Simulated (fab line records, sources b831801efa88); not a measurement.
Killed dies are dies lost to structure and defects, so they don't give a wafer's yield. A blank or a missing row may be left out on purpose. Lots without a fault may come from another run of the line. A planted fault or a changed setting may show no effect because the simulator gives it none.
Which tool did it? | flow gf180mcu | 12 lots, 36 wafers sampled, at 3 steps of a route of 602

WHAT THE GAUGES READ, wafer by wafer
GF_HV_LDD_OVL_MEAS_32. Usual: HV_LDD_02_OVL -0.3 nm, standard deviation 1.5.
lot  | measured     | on         | HV_LDD_02_OVL (nm) | flag
L354 | day 12 05:23 | overlay-01 | 0.7 -1.7 0.2       |
L356 | day 12 18:39 | overlay-01 | 0.0 1.1 0.7        |
L357 | day 13 00:03 | overlay-01 | -0.3 -1.0 -1.2     |
L360 | day 13 17:46 | overlay-02 | -0.3 -0.2 -1.7     |
L361 | day 14 08:25 | overlay-02 | -1.3 -3.1 -0.6     |
L362 | day 14 14:20 | overlay-01 | 0.5 1.0 -0.2       |
L363 | day 14 17:39 | overlay-01 | -1.2 -2.9 -3.1     |
L364 | day 15 05:05 | overlay-01 | -1.9 -2.1 -0.1     |
L366 | day 15 20:15 | overlay-02 | -0.3 0.2 0.4       |
L367 | day 16 02:43 | overlay-01 | -1.2 -1.4 -1.2     |
L368 | day 16 08:51 | overlay-01 | 1.8 1.1 3.0        |
L376 | day 19 01:59 | overlay-02 | 0.0 -1.5 -1.1      |

WHICH TOOL RAN EACH LOT (tool, then ch and the chambers of the sampled wafers, then the start)
lot  | GF_DUAL_GATE_STRIP_13                | GF_HV_LDD_STRIP_10
L354 | plasma_asher-02 ch 0,1, day 8 15:58  | plasma_asher-03 ch 0,1, day 10 15:52
L356 | plasma_asher-04 ch 0,1, day 9 10:52  | plasma_asher-03 ch 0,1, day 11 04:14
L357 | plasma_asher-02 ch 0,1, day 9 14:07  | plasma_asher-01 ch 0,1, day 11 09:04
L360 | plasma_asher-02 ch 0,1, day 10 05:18 | plasma_asher-03 ch 0,1, day 12 00:52
L361 | plasma_asher-03 ch 0,1, day 10 17:30 | plasma_asher-01 ch 0,1, day 12 14:54
L362 | plasma_asher-04 ch 0,1, day 10 21:20 | plasma_asher-01 ch 0,1, day 12 21:04
L363 | plasma_asher-03 ch 0,1, day 11 03:08 | plasma_asher-03 ch 0,1, day 12 23:56
L364 | plasma_asher-04 ch 0,1, day 11 13:58 | plasma_asher-04 ch 0,1, day 13 10:35
L366 | plasma_asher-02 ch 0,1, day 12 02:02 | plasma_asher-01 ch 0,1, day 14 01:01
L367 | plasma_asher-04 ch 0,1, day 12 10:07 | plasma_asher-03 ch 0,1, day 14 07:19
L368 | plasma_asher-03 ch 0,1, day 12 15:24 | plasma_asher-01 ch 0,1, day 14 13:11
L376 | plasma_asher-04 ch 0,1, day 14 23:31 | plasma_asher-03 ch 0,1, day 17 02:38
- GF_DUAL_GATE_STRIP_13: strips in O2/N2.
- GF_HV_LDD_STRIP_10: strips in O2/N2.

WHAT THE TOOLS THEMSELVES READ (means of the sampled wafers that have a number; where no wafer has one, the mark that the record gives instead)
GF_DUAL_GATE_STRIP_13. Usual: drypump_motor_current_A 5.8 A, standard deviation 0.63; heater_power_w 340 W, standard deviation 20; oes_product_au 0.716 a.u., standard deviation 0.0047; strip_time_to_endpoint_s 12.63 s, standard deviation 0.032.
lot  | tool            | drypump_motor_current_A (A) | heater_power_w (W) | oes_product_au (a.u.) | strip_time_to_endpoint_s (s) | flag
L354 | plasma_asher-02 | 5.8                         | 368                | 0.718                 | 12.60                        |
L356 | plasma_asher-04 | 5.8                         | 320                | 0.712                 | 12.63                        |
L357 | plasma_asher-02 | 5.9                         | 370                | 0.713                 | 12.64                        |
L360 | plasma_asher-02 | 5.4                         | 359                | 0.721                 | 12.66                        |
L361 | plasma_asher-03 | 5.7                         | 340                | 0.711                 | 12.63                        |
L362 | plasma_asher-04 | 5.8                         | 322                | 0.718                 | 12.59                        |
L363 | plasma_asher-03 | 5.7                         | 345                | 0.719                 | 12.64                        |
L364 | plasma_asher-04 | 6.2                         | 329                | 0.712                 | 12.63                        |
L366 | plasma_asher-02 | 5.9                         | 370                | 0.717                 | 12.66                        |
L367 | plasma_asher-04 | 6.2                         | 334                | 0.715                 | 12.64                        |
L368 | plasma_asher-03 | 5.7                         | 346                | 0.719                 | 12.65                        |
L376 | plasma_asher-04 | 6.2                         | 332                | 0.714                 | 12.61                        |

GF_HV_LDD_STRIP_10. Usual: drypump_motor_current_A 5.9 A, standard deviation 0.53; heater_power_w 328 W, standard deviation 39; oes_product_au 0.716 a.u., standard deviation 0.0047; strip_time_to_endpoint_s 12.62 s, standard deviation 0.036.
lot  | tool            | drypump_motor_current_A (A) | heater_power_w (W) | oes_product_au (a.u.) | strip_time_to_endpoint_s (s) | flag
L354 | plasma_asher-03 | 5.7                         | 341                | 0.717                 | 12.68                        |
L356 | plasma_asher-03 | 5.5                         | 341                | 0.718                 | 12.59                        |
L357 | plasma_asher-01 | 6.3                         | 297                | 0.712                 | 12.67                        |
L360 | plasma_asher-03 | 5.5                         | 344                | 0.711                 | 12.58                        |
L361 | plasma_asher-01 | 6.1                         | 336                | 0.713                 | 12.64                        |
L362 | plasma_asher-01 | 6.1                         | 334                | 0.717                 | 12.62                        |
L363 | plasma_asher-03 | 5.7                         | 339                | 0.716                 | 12.64                        |
L364 | plasma_asher-04 | 6.2                         | 328                | 0.723                 | 12.65                        |
L366 | plasma_asher-01 | 6.1                         | 330                | 0.712                 | 12.69                        |
L367 | plasma_asher-03 | 5.7                         | 344                | 0.715                 | 12.63                        |
L368 | plasma_asher-01 | 6.1                         | 328                | 0.717                 | 12.65                        |
L376 | plasma_asher-03 | 5.5                         | 342                | 0.714                 | 12.57                        |

THE ANSWER, worked out from the rows above alone
Rule: a lot is off if the mean of its wafers that have a number lies more than 3 standard deviations from the usual mean. A lot without any number at a reading at which 4 lots or more have one is off too. The other lots that the step has rows for count as sound. The gauges are gone through in route order, then the tools' own readings, and for those a lot's mean is taken as printed above. The first step at which some lot is off is used, and at that step the reading that is off furthest; a lot without a number counts as furthest.
No lot is off at any reading shown: from this, nothing can be told.

WHAT THE SIMULATOR HAD PUT IN
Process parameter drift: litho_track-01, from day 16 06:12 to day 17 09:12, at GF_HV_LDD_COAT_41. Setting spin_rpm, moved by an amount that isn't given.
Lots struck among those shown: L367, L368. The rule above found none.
